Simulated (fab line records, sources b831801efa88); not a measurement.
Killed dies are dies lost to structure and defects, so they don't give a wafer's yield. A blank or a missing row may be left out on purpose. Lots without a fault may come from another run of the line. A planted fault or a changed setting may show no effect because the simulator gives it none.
Which tool did it? | flow gf180mcu | 6 lots, 17 wafers sampled, at 4 steps of a route of 602

WHAT THE GAUGES READ, wafer by wafer
GF_VT_IMPLANT_OVL_MEAS_40.
lot  | measured     | on         | VT_IMPLANT_03_OVL (nm)
L826 | day 8 00:37  | overlay-02 | -1.2 -1.1 -1.6
L828 | day 8 15:49  | overlay-01 | 0.0 -2.7 -2.2
L830 | day 9 02:49  | overlay-02 | -1.3 -1.6 -2.9
L833 | day 10 04:26 | overlay-02 | 0.5 -0.4 1.4
L841 | day 12 09:03 | overlay-02 | -3.2 -4.0
L845 | day 14 00:55 | overlay-01 | 1.6 -0.4 -0.2

WHICH TOOL RAN EACH LOT (tool, then ch and the chambers of the sampled wafers, then the start)
lot  | GF_STI_WET_ETCH_20             | GF_MVPSD_STRIP_10                    | GF_VT_IMPLANT_STRIP_31
L826 | wet_bench-02 ch 1, day 2 12:20 | plasma_asher-04 ch 0,1, day 5 12:00  | plasma_asher-02 ch 0,1, day 7 09:00
L828 | wet_bench-02 ch 3, day 2 22:50 | plasma_asher-02 ch 0,1, day 6 00:44  | plasma_asher-04 ch 0,1, day 7 23:34
L830 | wet_bench-03 ch 2, day 3 08:44 | plasma_asher-02 ch 0,1, day 6 12:14  | plasma_asher-01 ch 0,1, day 8 10:55
L833 | wet_bench-02 ch 3, day 3 23:20 | plasma_asher-04 ch 0,1, day 7 08:17  | plasma_asher-02 ch 0,1, day 9 11:05
L841 | wet_bench-03 ch 2, day 5 18:05 | plasma_asher-04 ch 0,1, day 9 08:58  | plasma_asher-01 ch 0,1, day 11 14:04
L845 | wet_bench-04 ch 3, day 6 17:14 | plasma_asher-04 ch 0,1, day 10 20:26 | plasma_asher-04 ch 0,1, day 13 04:38
- GF_STI_WET_ETCH_20: etches SiO2 in dHF, target depth 20 nm, time 400 s.
- GF_MVPSD_STRIP_10: strips in O2/N2.
- GF_VT_IMPLANT_STRIP_31: strips in O2/N2.

THE ANSWER, worked out from the rows above alone
Rule: what is usual is taken from the lots themselves. Put in order of their means at a reading, lots are off if they are a third of the lots or fewer, leave a main group of 4 or more, and stand apart from it by a gap of 3 or more times the standard deviation of the main group's means; of several such gaps the widest counts. A main group whose means are all the same, to the digits that the tables above print for the reading, isn't used. A lot without any number at a reading at which 4 lots or more have one is off too. The other lots that the step has rows for count as sound.
No lot is off at any reading shown: from this, nothing can be told.

WHAT THE SIMULATOR HAD PUT IN
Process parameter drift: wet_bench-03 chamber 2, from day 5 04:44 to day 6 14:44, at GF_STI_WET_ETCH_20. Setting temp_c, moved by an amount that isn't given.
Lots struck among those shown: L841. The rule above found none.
